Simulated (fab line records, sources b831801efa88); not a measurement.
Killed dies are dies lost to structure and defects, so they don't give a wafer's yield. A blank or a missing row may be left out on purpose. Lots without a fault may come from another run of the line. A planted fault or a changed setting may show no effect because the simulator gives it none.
fab line records | flow sky130
record lots=12 wafers=36 last_day=50
route steps=708 shown LI_CONTACT@384 LOCAL_INTERCONNECT@389 CONTACT@433 CAPM@545 PAD_OPEN@708
lots that met no fault: from a run of the same line without faults
start_h: hours from the record's first day to the start of the lot's first wafer shown | wait_h: hours since the lot's step before | " the same as in the row above | L1.1+2: a row that stands for several wafers | - no value, or no start given | * or withheld: withheld | < > ~ a bound
route shown NAME@n: a module of which the file shows steps, and the number in the route of the first | usual: mean/standard deviation of fault-free wafers | same: alike in all rows | chamber/n: place in a boat | sites: the reading at each site | _std_site: their standard deviation | _edge_site: outer sites' mean less inner sites' | radius_mm: how far each site lies from the wafer's centre | mask NAME#n: copy n | behind: the tool/chamber that last shaped the wafer | hold: why the lot was held/for how many hours/how that ended | device: the transistor (n, p or np) that didn't switch | end of line: the same wafers' tests at the end of the route | a step without rows: its recipe alone | killed: dies lost to structure and defects at the first sort, not the wafer's yield | map: a wafer's dies, x killed, . not, _ none there
set.NAME: the setting as run; set.NAME@STEP: as run at that earlier step | model.NAME: the simulator's own value behind a step, which no gauge read
steps of the route over a sample of lots; a table a step, a row a wafer
services: from which hour (start_h, from the record's first day; less than 0 if before it) a tool's chamber was out of use, for how many hours, and why
## steps
# step SKY_LI_CONTACT_RS_MEAS_22
# recipe thk_meas_gauge=four-point-probe reads=W_of_LI_CONTACT_CVD_21+TiN_of_LI_CONTACT_SPUTTER_20+Ti_of_LI_CONTACT_SPUTTER_19
# usual LI_CONTACT_W_RS=0.284/0.004
# columns lot.wafer tool chamber start_h wait_h LI_CONTACT_W_RS[ohm/sq]
L367.2 film_metro-04 - 665.35 0.1 0.281
L367.4 " - " " 0.288
L367.5 " - " " 0.288
L368.1 film_metro-01 - 678.93 0.1 0.288
L368.3 " - " " 0.285
L368.6 " - " " 0.288
L369.1 film_metro-01 - 684.03 0.1 0.287
L369.3 " - " " 0.286
L369.6 " - " " 0.282
L370.1 film_metro-01 - 685.88 0.1 0.291
L370.5 " - " " 0.279
L370.6 " - " " 0.289
L371.4 film_metro-01 - 699.16 0.1 0.280
L371.5 " - " " 0.285
L371.6 " - " " 0.287
L374.1 film_metro-04 - 737.74 0.1 0.284
L374.2 " - " " 0.288
L374.3 " - " " 0.291
L375.2 film_metro-02 - 741.35 0.1 0.278
L375.5 " - " " 0.277
L375.6 " - " " 0.286
L376.2 film_metro-01 - 746.40 0.1 0.275
L376.4 " - " " 0.278
L376.5 " - " " 0.275
L384.3 film_metro-02 - 806.27 0.1 0.283
L384.5 " - " " 0.285
L384.6 " - " " 0.284
L387.1 film_metro-04 - 829.29 0.1 0.289
L387.2 " - " " 0.286
L387.6 " - " " 0.288
L389.2 film_metro-04 - 842.25 0.1 0.284
L389.3 " - " " 0.285
L389.6 " - " " 0.283
L390.2 film_metro-04 - 851.56 0.1 0.282
L390.3 " - " " 0.282
L390.5 " - " " 0.279
# step SKY_LOCAL_INTERCONNECT_THK_MEAS_02
# recipe thk_meas_gauge=xrf reads=TiN_of_LOCAL_INTERCONNECT_SPUTTER_00
# usual LOCAL_INTERCONNECT_TIN_THK=99.3/1.1
# columns lot.wafer tool chamber start_h wait_h LOCAL_INTERCONNECT_TIN_THK[nm]
L367.2 film_metro-01 - 666.02 0.1 99.6
L367.4 " - " " 99.1
L367.5 " - " " 99.6
L368.1 film_metro-04 - 679.67 0.1 98.4
L368.3 " - " " 98.7
L368.6 " - " " 100.1
L369.1 film_metro-01 - 684.69 0.1 99.8
L369.3 " - " " 99.8
L369.6 " - " " 99.3
L370.1 film_metro-03 - 686.54 0.1 100.6
L370.5 " - " " 100.1
L370.6 " - " " 99.5
L371.4 film_metro-03 - 699.79 0.1 98.3
L371.5 " - " " 97.0
L371.6 " - " " 96.8
L374.1 film_metro-01 - 738.40 0.1 100.3
L374.2 " - " " 100.6
L374.3 " - " " 100.7
L375.2 film_metro-01 - 742.00 0.1 98.3
L375.5 " - " " 98.5
L375.6 " - " " 98.0
L376.2 film_metro-03 - 747.05 0.1 97.9
L376.4 " - " " 98.1
L376.5 " - " " 97.2
L384.3 film_metro-03 - 806.91 0.1 99.2
L384.5 " - " " 97.6
L384.6 " - " " 97.5
L387.1 film_metro-04 - 829.95 0.1 100.1
L387.2 " - " " 100.7
L387.6 " - " " 99.7
L389.2 film_metro-03 - 842.91 0.1 100.6
L389.3 " - " " 100.1
L389.6 " - " " 101.0
L390.2 film_metro-03 - 852.21 0.1 100.8
L390.3 " - " " 100.7
L390.5 " - " " 101.2
# step SKY_CONTACT_CMP_27
# recipe stop_on=SiO2 t_overpolish_s=15 down_force_psi=3.5 platen_rpm=60 target_thk_nm=0 pad_velocity_m_s=0.94248
# usual head_pressure_psi=3.501/0.0077 motor_current_A=11.3/1.1 overpolish_run_s=15.000/0.0095 time_to_endpoint_s=82/3.4
# columns lot.wafer tool chamber start_h wait_h head_pressure_psi motor_current_A overpolish_run_s time_to_endpoint_s
L367.4 cmp-01 0 724.89 0.0 3.503 11.1 15.008 86
L367.2 " 1 " " 3.513 11.5 15.009 85
L367.5 " 1 " " 3.510 11.1 15.005 85
L368.3 cmp-02 2 738.87 0.2 3.486 11.3 15.005 81
L368.1 " 0 " " 3.501 12.4 15.019 83
L368.6 " 1 " " 3.501 10.2 14.988 79
L369.3 cmp-02 3 743.14 0.0 3.494 11.6 15.009 81
L369.1 " 0 " " 3.513 12.3 15.002 84
L369.6 " 3 " " 3.512 10.9 15.011 80
L370.1 cmp-01 3 744.99 0.1 3.502 12.3 14.981 81
L370.6 " 3 " " 3.512 12.6 15.003 80
L370.5 " 0 " " 3.491 10.9 15.005 83
L371.4 cmp-02 1 757.46 0.1 3.499 10.4 15.009 79
L371.6 " 0 " " 3.499 11.9 15.017 81
L371.5 " 1 " " 3.502 10.6 14.983 83
L374.2 cmp-01 1 793.92 0.1 3.499 10.9 15.003 88
L374.3 " 2 " " 3.482 10.4 15.005 87
L374.1 " 3 " " 3.505 12.7 14.997 80
L375.2 cmp-01 3 798.68 0.1 3.499 13.1 15.022 77
L375.5 " 2 " " 3.507 9.9 14.993 89
L375.6 " 3 " " 3.498 12.8 15.002 81
L376.2 cmp-01 3 803.42 0.0 3.508 12.9 14.992 81
L376.4 " 1 " " 3.489 11.0 14.982 79
L376.5 " 0 " " 3.502 10.8 15.015 81
L384.3 cmp-01 2 863.44 0.1 3.503 10.3 15.007 85
L384.5 " 0 " " 3.501 10.6 14.988 87
L384.6 " 1 " " 3.485 11.0 14.997 85
L387.1 cmp-02 0 885.42 0.1 3.497 12.9 14.995 80
L387.2 " 3 " " 3.488 11.3 14.998 75
L387.6 " 0 " " 3.504 12.9 14.998 78
L389.2 cmp-01 0 898.42 0.1 3.498 10.6 15.003 86
L389.3 " 1 " " 3.501 11.1 14.977 84
L389.6 " 2 " " 3.504 9.9 15.000 83
L390.3 cmp-01 0 907.50 0.1 3.492 10.7 15.001 85
L390.2 " 2 " " 3.497 9.8 14.996 88
L390.5 " 0 " " 3.493 9.9 14.997 84
# step SKY_CAPM_SOFTBAKE_08
# recipe temp_c=90 time_s=60 resist=NOVOLAK
# usual heater_power_total_W=56.60/0.046 plate_temp_C=89.98/0.12
# same time_s=60
# columns lot.wafer tool chamber start_h wait_h heater_power_total_W plate_temp_C
L367.2 litho_track-04 0 853.66 0.1 56.64 89.99
L367.4 " 0 " " 56.59 89.94
L367.5 " 0 " " 56.63 90.00
L368.1 litho_track-01 0 866.79 0.1 56.62 89.93
L368.3 " 0 " " 56.63 89.97
L368.6 " 0 " " 56.66 89.83
L369.1 litho_track-01 0 872.84 0.1 56.50 89.91
L369.3 " 0 " " 56.59 89.97
L369.6 " 0 " " 56.51 89.95
L370.1 litho_track-01 0 873.44 0.1 56.62 90.09
L370.5 " 0 " " 56.57 89.93
L370.6 " 0 " " 56.62 90.07
L371.4 litho_track-04 0 885.26 0.1 56.56 89.91
L371.5 " 0 " " 56.56 90.00
L371.6 " 0 " " 56.62 89.87
L374.1 litho_track-04 0 919.14 0.1 56.64 89.86
L374.2 " 0 " " 56.55 89.88
L374.3 " 0 " " 56.59 89.87
L375.2 litho_track-01 0 924.12 0.1 57.20 90.89
L375.5 " 0 " " 57.29 90.94
L375.6 " 0 " " 57.24 91.04
L376.2 litho_track-01 0 929.27 0.1 57.22 90.57
L376.4 " 0 " " 57.19 90.71
L376.5 " 0 " " 57.27 90.81
L384.3 litho_track-04 0 983.04 0.1 56.63 89.79
L384.5 " 0 " " 56.60 89.79
L384.6 " 0 " " 56.64 89.83
L387.1 litho_track-04 0 1001.29 0.1 56.57 90.21
L387.2 " 0 " " 56.59 90.03
L387.6 " 0 " " 56.58 89.92
L389.2 litho_track-02 0 1012.44 0.1 56.56 90.10
L389.3 " 0 " " 56.57 90.02
L389.6 " 0 " " 56.60 90.01
L390.2 litho_track-04 0 1022.66 0.1 56.55 89.91
L390.3 " 0 " " 56.68 90.04
L390.5 " 0 " " 56.61 89.77
# step SKY_PAD_OPEN_PROBE_99
# usual defect_limited_yield=82.5/1.9 killed_at_M0_to_M3=44/6.4 killed_at_M4_up=3.4/2.1 killed_at_contacts=23/5 killed_at_front_end=15/4.5 killed_at_other=0.3/0.54 killed_dies=86/9.5 killed_open=48/6.9 killed_short=38/5.9 sort_bin_3_pad_short=0.8/0.44 sort_bin_5_function=10.5/1.6 sort_bin_6_memory=6.1/1.1 sort_n_pass=406/9.5 sort_yield_pct=82.5/1.9
# same gross_dies=492 killed_at_back_side=0 sort_bin_4_leakage[%]=0 sort_bin_8_speed[%]=0
# columns lot.wafer tool chamber start_h wait_h defect_limited_yield[%] killed_at_M0_to_M3 killed_at_M4_up killed_at_contacts killed_at_front_end killed_at_other killed_dies killed_open killed_short sort_bin_3_pad_short[%] sort_bin_5_function[%] sort_bin_6_memory[%] sort_n_pass sort_yield_pct[%]
L367.2 prober-01 - 1069.06 0.1 81.3 48 1 21 22 0 92 54 38 1.0 11.0 6.7 400 81.3
L367.4 prober-01 - 1069.16 0.2 80.9 48 6 24 16 0 94 53 39 0.6 10.2 8.3 398 80.9
L367.5 prober-01 - 1069.21 0.2 83.1 44 2 20 17 0 83 48 35 0.6 10.0 6.3 409 83.1
L368.1 prober-02 - 1078.48 0.1 83.7 39 1 17 23 0 80 40 40 0.6 7.5 8.1 412 83.7
L368.3 prober-02 - 1078.58 0.2 80.3 49 5 29 14 0 97 54 43 1.0 12.4 6.3 395 80.3
L368.6 prober-02 - 1078.73 0.2 82.3 43 9 25 9 1 87 45 42 1.0 11.8 4.9 405 82.3
L370.1 prober-01 - 1083.81 0.1 84.3 46 1 14 16 0 77 43 33 1.6 8.1 5.9 415 84.3
L370.5 prober-01 - 1084.01 0.2 84.6 44 1 20 11 0 76 40 35 0.2 11.2 4.1 416 84.6
L370.6 prober-01 - 1084.06 0.2 85.8 32 4 24 10 0 70 38 31 0.6 8.7 4.9 422 85.8
L369.1 prober-02 - 1084.11 0.1 81.7 45 6 27 12 0 90 49 41 0.2 10.4 7.7 402 81.7
L369.3 prober-02 - 1084.21 0.2 82.9 39 3 21 20 1 84 44 40 0.4 12.0 4.7 408 82.9
L369.6 prober-02 - 1084.36 0.2 81.9 44 3 30 12 0 89 46 43 1.4 10.4 6.3 403 81.9
L371.4 prober-01 - 1094.88 0.2 80.7 48 9 24 14 0 95 45 50 0.8 12.6 5.9 397 80.7
L371.5 prober-01 - 1094.93 0.2 86.0 31 5 19 14 0 69 39 30 0.4 7.9 5.7 423 86.0
L371.6 prober-01 - 1094.98 0.2 80.1 50 5 21 22 0 98 50 47 1.0 12.0 6.9 394 80.1
L374.1 prober-01 - 1119.45 0.1 83.3 42 6 24 10 0 82 40 42 1.0 8.7 6.9 410 83.3
L374.2 prober-01 - 1119.50 0.1 83.9 37 3 23 16 0 79 49 28 1.0 10.4 4.7 413 83.9
L374.3 prober-01 - 1119.55 0.2 82.3 42 1 28 15 1 87 49 38 0.4 12.4 4.9 405 82.3
L375.2 prober-01 - 1122.20 0.1 81.7 48 2 22 17 1 90 46 44 1.4 12.2 4.7 402 81.7
L375.5 prober-01 - 1122.35 0.2 83.3 40 1 29 12 0 82 39 43 3.0 8.7 4.9 410 83.3
L375.6 prober-01 - 1122.40 0.2 84.6 47 3 20 6 0 76 40 36 0 8.9 6.5 416 84.6
L376.2 prober-02 - 1126.78 0.1 83.7 38 2 23 17 0 80 39 41 1.6 7.1 7.5 412 83.7
L376.4 prober-02 - 1126.88 0.2 82.5 41 0 29 16 0 86 57 29 0.6 11.2 5.7 406 82.5
L376.5 prober-02 - 1126.93 0.2 85.4 36 2 26 8 0 72 41 31 0.8 7.7 6.1 420 85.4
L384.3 prober-02 - 1169.66 0.2 81.7 45 2 25 18 0 90 54 36 0.8 11.2 6.3 402 81.7
L384.5 prober-02 - 1169.76 0.2 80.3 46 4 26 20 1 97 52 45 0.4 12.0 7.3 395 80.3
L384.6 prober-02 - 1169.81 0.2 82.1 48 5 13 22 0 88 49 36 1.4 8.3 8.1 404 82.1
L387.1 prober-01 - 1182.29 0.1 82.9 43 3 26 12 0 84 44 40 1.2 9.1 6.7 408 82.9
L387.2 prober-01 - 1182.34 0.1 80.3 40 5 35 16 1 97 59 38 0.8 11.8 7.1 395 80.3
L387.6 prober-01 - 1182.54 0.2 83.5 35 3 25 18 0 81 49 32 1.6 10.0 4.9 411 83.5
L389.2 prober-01 - 1190.10 0.1 82.3 40 4 20 23 0 87 53 34 0.8 11.8 5.1 405 82.3
L389.3 prober-01 - 1190.15 0.2 82.7 47 1 20 16 1 85 52 33 0.6 11.6 5.1 407 82.7
L389.6 prober-01 - 1190.30 0.2 85.8 37 2 21 10 0 70 31 38 0.4 8.7 5.1 422 85.8
L390.2 prober-02 - 1196.46 0.1 82.7 52 3 16 14 0 85 50 35 0.8 10.0 6.5 407 82.7
L390.3 prober-02 - 1196.51 0.2 82.9 42 3 26 13 0 84 50 33 0.2 10.4 6.5 408 82.9
L390.5 prober-02 - 1196.61 0.2 83.5 35 5 22 19 0 81 42 39 1.0 11.2 4.3 411 83.5
# killed by level:class
L367.2 VIA1:geometric_particle:open=10 FIELD_ISO:geometric_particle:short=8 FIELD_ISO:geometric_particle:open=8 LI_CONTACT:geometric_particle:open=8 LOCAL_INTERCONNECT:geometric_particle:short=7 VIA2:geometric_particle:open=7 VIA3:geometric_particle:open=7 VIA3:geometric_particle:short=6
L367.4 VIA2:geometric_particle:open=12 CONTACT:geometric_particle:open=9 METAL1:geometric_particle:short=6 VIA1:geometric_particle:open=6 VIA3:geometric_particle:open=6 LI_CONTACT:geometric_particle:open=5 LOCAL_INTERCONNECT:geometric_particle:short=5 POLY_GATE:geometric_particle:open=4
L367.5 CONTACT:geometric_particle:open=10 VIA1:geometric_particle:open=7 METAL1:geometric_particle:short=6 VIA2:geometric_particle:open=6 LI_CONTACT:geometric_particle:open=5 VIA1:geometric_particle:short=5 VIA3:geometric_particle:open=5 POLY_GATE:geometric_particle:short=4
L368.1 VIA1:geometric_particle:open=8 VIA3:geometric_particle:short=7 POLY_GATE:geometric_particle:open=6 LI_CONTACT:geometric_particle:open=6 CONTACT:geometric_particle:open=6 VIA3:geometric_particle:open=6 METAL2:geometric_particle:short=5 FIELD_ISO:geometric_particle:short=4
L368.3 CONTACT:geometric_particle:open=10 VIA1:geometric_particle:open=9 VIA2:geometric_particle:open=8 LI_CONTACT:geometric_particle:open=6 CONTACT:geometric_particle:short=6 VIA1:geometric_particle:short=6 METAL2:geometric_particle:short=6 POLY_GATE:geometric_particle:open=5
L368.6 VIA1:geometric_particle:open=13 METAL4:geometric_particle:short=9 VIA3:geometric_particle:open=8 LI_CONTACT:geometric_particle:open=6 CONTACT:geometric_particle:open=6 POLY_GATE:geometric_particle:short=5 LI_CONTACT:geometric_particle:short=5 VIA3:geometric_particle:short=5
L370.1 VIA1:geometric_particle:open=11 CONTACT:geometric_particle:open=8 FIELD_ISO:geometric_particle:open=7 METAL1:geometric_particle:short=7 METAL2:geometric_particle:short=7 VIA1:geometric_particle:short=5 VIA3:geometric_particle:open=4 VIA2:geometric_particle:open=4
L370.5 VIA1:geometric_particle:open=12 LOCAL_INTERCONNECT:geometric_particle:short=8 METAL3:geometric_particle:short=5 VIA3:geometric_particle:open=5 METAL1:geometric_particle:short=4 FIELD_ISO:geometric_particle:open=3 LI_CONTACT:geometric_particle:open=3 LOCAL_INTERCONNECT:geometric_particle:open=3
L370.6 CONTACT:geometric_particle:open=9 VIA1:geometric_particle:open=9 LI_CONTACT:geometric_particle:open=6 METAL2:geometric_particle:short=6 METAL1:geometric_particle:short=5 LOCAL_INTERCONNECT:geometric_particle:short=4 VIA3:geometric_particle:open=4 LOCAL_INTERCONNECT:geometric_particle:open=3
L369.1 VIA1:geometric_particle:open=10 VIA3:geometric_particle:open=9 LI_CONTACT:geometric_particle:open=8 VIA2:geometric_particle:open=7 FIELD_ISO:geometric_particle:open=6 METAL4:geometric_particle:short=6 CONTACT:geometric_particle:open=5 CONTACT:geometric_particle:short=5
L369.3 VIA1:geometric_particle:open=10 VIA2:geometric_particle:open=9 CONTACT:geometric_particle:open=6 METAL2:geometric_particle:short=6 FIELD_ISO:geometric_particle:short=5 POLY_GATE:geometric_particle:short=5 CONTACT:geometric_particle:short=5 LI_CONTACT:geometric_particle:open=4
L369.6 VIA1:geometric_particle:open=12 LI_CONTACT:geometric_particle:open=10 CONTACT:geometric_particle:open=8 VIA2:geometric_particle:open=6 VIA1:geometric_particle:short=5 FIELD_ISO:geometric_particle:short=4 LI_CONTACT:geometric_particle:short=4 LOCAL_INTERCONNECT:geometric_particle:short=4
L371.4 VIA1:geometric_particle:open=19 METAL4:geometric_particle:short=9 CONTACT:geometric_particle:open=9 METAL1:geometric_particle:short=7 LI_CONTACT:geometric_particle:open=5 CONTACT:geometric_particle:short=5 VIA1:geometric_particle:short=5 FIELD_ISO:geometric_particle:short=4
L371.5 CONTACT:geometric_particle:open=9 VIA1:geometric_particle:open=7 METAL1:geometric_particle:short=6 FIELD_ISO:geometric_particle:open=4 POLY_GATE:geometric_particle:open=4 VIA2:geometric_particle:open=4 VIA3:geometric_particle:open=4 LI_CONTACT:geometric_particle:open=3
L371.6 VIA1:geometric_particle:open=11 POLY_GATE:geometric_particle:open=8 METAL1:geometric_particle:short=7 VIA2:geometric_particle:open=7 VIA1:geometric_particle:short=6 VIA2:geometric_particle:short=5 METAL3:geometric_particle:short=4 LOCAL_INTERCONNECT:geometric_particle:open=4
L374.1 VIA1:geometric_particle:open=14 LI_CONTACT:geometric_particle:open=7 CONTACT:geometric_particle:open=6 METAL4:geometric_particle:short=6 LOCAL_INTERCONNECT:geometric_particle:short=5 CONTACT:geometric_particle:short=5 FIELD_ISO:geometric_particle:open=4 METAL2:geometric_particle:short=4
L374.2 CONTACT:geometric_particle:open=12 VIA1:geometric_particle:open=10 VIA2:geometric_particle:open=9 POLY_GATE:geometric_particle:short=4 POLY_GATE:geometric_particle:open=4 CONTACT:geometric_particle:short=4 VIA1:geometric_particle:short=4 FIELD_ISO:geometric_particle:open=3
L374.3 CONTACT:geometric_particle:open=11 VIA3:geometric_particle:open=10 VIA2:geometric_particle:open=7 FIELD_ISO:geometric_particle:open=6 METAL1:geometric_particle:short=6 VIA1:geometric_particle:open=6 LI_CONTACT:geometric_particle:open=5 LOCAL_INTERCONNECT:geometric_particle:short=5
L375.2 VIA1:geometric_particle:open=14 METAL2:geometric_particle:short=8 VIA3:geometric_particle:open=8 CONTACT:geometric_particle:short=7 CONTACT:geometric_particle:open=7 VIA1:geometric_particle:short=6 POLY_GATE:geometric_particle:open=5 FIELD_ISO:geometric_particle:short=3
L375.5 CONTACT:geometric_particle:open=8 LI_CONTACT:geometric_particle:open=7 LOCAL_INTERCONNECT:geometric_particle:short=6 VIA1:geometric_particle:open=6 VIA1:geometric_particle:short=5 VIA2:geometric_particle:open=5 LI_CONTACT:geometric_particle:short=5 METAL2:geometric_particle:short=5
L375.6 VIA1:geometric_particle:open=12 METAL2:geometric_particle:short=7 VIA2:geometric_particle:open=7 LOCAL_INTERCONNECT:geometric_particle:short=5 METAL1:geometric_particle:short=5 LI_CONTACT:geometric_particle:open=4 CONTACT:geometric_particle:open=4 CONTACT:geometric_particle:short=4
L376.2 VIA1:geometric_particle:open=9 LI_CONTACT:geometric_particle:short=8 LI_CONTACT:geometric_particle:open=6 VIA3:geometric_particle:open=6 FIELD_ISO:geometric_particle:open=5 METAL1:geometric_particle:short=5 VIA1:geometric_particle:short=5 CONTACT:geometric_particle:open=4
L376.4 VIA1:geometric_particle:open=11 LI_CONTACT:geometric_particle:open=10 CONTACT:geometric_particle:open=10 FIELD_ISO:geometric_particle:open=7 VIA2:geometric_particle:open=7 VIA3:geometric_particle:open=7 VIA1:geometric_particle:short=6 POLY_GATE:geometric_particle:short=4
L376.5 CONTACT:geometric_particle:open=10 VIA1:geometric_particle:open=9 LI_CONTACT:geometric_particle:open=6 METAL1:geometric_particle:short=6 METAL2:geometric_particle:short=5 VIA3:geometric_particle:open=5 CONTACT:geometric_particle:short=4 VIA2:geometric_particle:open=4
L384.3 CONTACT:geometric_particle:open=11 LI_CONTACT:geometric_particle:open=7 VIA3:geometric_particle:open=7 METAL1:geometric_particle:short=6 VIA1:geometric_particle:open=6 FIELD_ISO:geometric_particle:open=5 METAL2:geometric_particle:short=5 VIA2:geometric_particle:open=5
L384.5 LI_CONTACT:geometric_particle:open=9 VIA1:geometric_particle:open=8 FIELD_ISO:geometric_particle:short=7 POLY_GATE:geometric_particle:open=7 CONTACT:geometric_particle:open=7 VIA1:geometric_particle:short=7 VIA2:geometric_particle:open=6 VIA3:geometric_particle:open=5
L384.6 VIA3:geometric_particle:open=11 VIA2:geometric_particle:open=9 VIA1:geometric_particle:open=8 POLY_GATE:geometric_particle:short=6 CONTACT:geometric_particle:open=6 POLY_GATE:geometric_particle:open=5 FIELD_ISO:geometric_particle:short=4 METAL4:geometric_particle:short=4
L387.1 VIA1:geometric_particle:open=11 CONTACT:geometric_particle:open=10 LI_CONTACT:geometric_particle:open=7 METAL2:geometric_particle:short=7 VIA3:geometric_particle:open=6 FIELD_ISO:geometric_particle:short=5 CONTACT:geometric_particle:short=4 METAL1:geometric_particle:short=4
L387.2 CONTACT:geometric_particle:open=11 VIA2:geometric_particle:open=9 LI_CONTACT:geometric_particle:open=8 VIA1:geometric_particle:open=8 METAL2:geometric_particle:short=7 POLY_GATE:geometric_particle:short=6 LOCAL_INTERCONNECT:geometric_particle:open=6 VIA3:geometric_particle:open=5
L387.6 LI_CONTACT:geometric_particle:open=9 VIA1:geometric_particle:open=7 VIA2:geometric_particle:open=7 VIA3:geometric_particle:open=6 CONTACT:geometric_particle:short=6 CONTACT:geometric_particle:open=6 FIELD_ISO:geometric_particle:short=5 POLY_GATE:geometric_particle:open=4
L389.2 VIA1:geometric_particle:open=11 CONTACT:geometric_particle:open=8 VIA3:geometric_particle:open=8 FIELD_ISO:geometric_particle:open=5 POLY_GATE:geometric_particle:open=5 POLY_GATE:geometric_particle:short=5 LI_CONTACT:geometric_particle:open=5 CONTACT:geometric_particle:short=5
L389.3 VIA1:geometric_particle:open=13 CONTACT:geometric_particle:open=10 VIA1:geometric_particle:short=7 VIA2:geometric_particle:open=7 FIELD_ISO:geometric_particle:open=6 METAL1:geometric_particle:short=5 METAL2:geometric_particle:short=5 LI_CONTACT:geometric_particle:open=4
L389.6 METAL2:geometric_particle:short=10 CONTACT:geometric_particle:open=8 VIA1:geometric_particle:open=7 LOCAL_INTERCONNECT:geometric_particle:short=5 METAL1:geometric_particle:short=5 FIELD_ISO:geometric_particle:open=3 LI_CONTACT:geometric_particle:open=3 VIA1:geometric_particle:short=3
L390.2 VIA1:geometric_particle:open=16 LI_CONTACT:geometric_particle:open=8 POLY_GATE:geometric_particle:open=6 CONTACT:geometric_particle:open=6 METAL1:geometric_particle:short=6 METAL3:geometric_particle:short=6 METAL2:geometric_particle:short=5 VIA1:geometric_particle:short=4
L390.3 VIA1:geometric_particle:open=13 CONTACT:geometric_particle:open=11 VIA2:geometric_particle:open=7 LI_CONTACT:geometric_particle:open=6 FIELD_ISO:geometric_particle:open=5 POLY_GATE:geometric_particle:open=4 LOCAL_INTERCONNECT:geometric_particle:short=4 METAL1:geometric_particle:short=4
L390.5 VIA1:geometric_particle:open=9 CONTACT:geometric_particle:open=8 LI_CONTACT:geometric_particle:open=6 FIELD_ISO:geometric_particle:open=5 POLY_GATE:geometric_particle:open=5 VIA1:geometric_particle:short=5 METAL2:geometric_particle:short=5 METAL1:geometric_particle:short=4
## services
# columns tool chamber start_h hours kind
cmp-02 - 707.92 2.5 repair
cmp-01 - 731.43 3.2 pm
cmp-01 - 737.75 0.8 repair
cmp-02 - 744.76 4.0 pm
cmp-02 - 748.76 - consumable_replace:conditioner
cmp-02 - 748.76 - consumable_replace:pad
litho_track-01 - 774.45 - consumable_replace:filter
cmp-02 - 796.94 5.2 pm
cmp-01 - 803.08 0.3 repair
cmp-02 - 804.06 1.7 repair
cmp-01 - 812.12 0.4 repair
cmp-02 - 846.72 5.8 pm
litho_track-02 - 851.19 - consumable_replace:filter
cmp-02 - 853.66 3.9 repair
cmp-02 - 906.50 1.9 repair
cmp-01 - 912.26 4.0 pm
cmp-01 - 916.26 - consumable_replace:conditioner
cmp-01 - 916.26 - consumable_replace:pad
cmp-02 - 937.66 2.5 repair
cmp-02 - 953.00 2.0 repair
## key
first_sign step=SKY_CAPM_SOFTBAKE_08 reading=heater_power_total_W direction=up sigmas=14 usual=* struck=*
effect step=SKY_CAPM_SOFTBAKE_08 reading=plate_temp_C direction=up sigmas=7.3 usual=* struck=*
met_at SKY_CAPM_SOFTBAKE_08
struck_lots L375,L376
not_acting_at SKY_LI_CONTACT_RS_MEAS_22,SKY_LOCAL_INTERCONNECT_THK_MEAS_02,SKY_CONTACT_CMP_27
onset_between 873.44 924.12
fault kind=process_parameter_drift tool=litho_track-01 chamber=- onset_h=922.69 steps=SKY_CAPM_SOFTBAKE_08 channel=temp_c offset=* shape=step end_h=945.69 acts_in=* stated=*
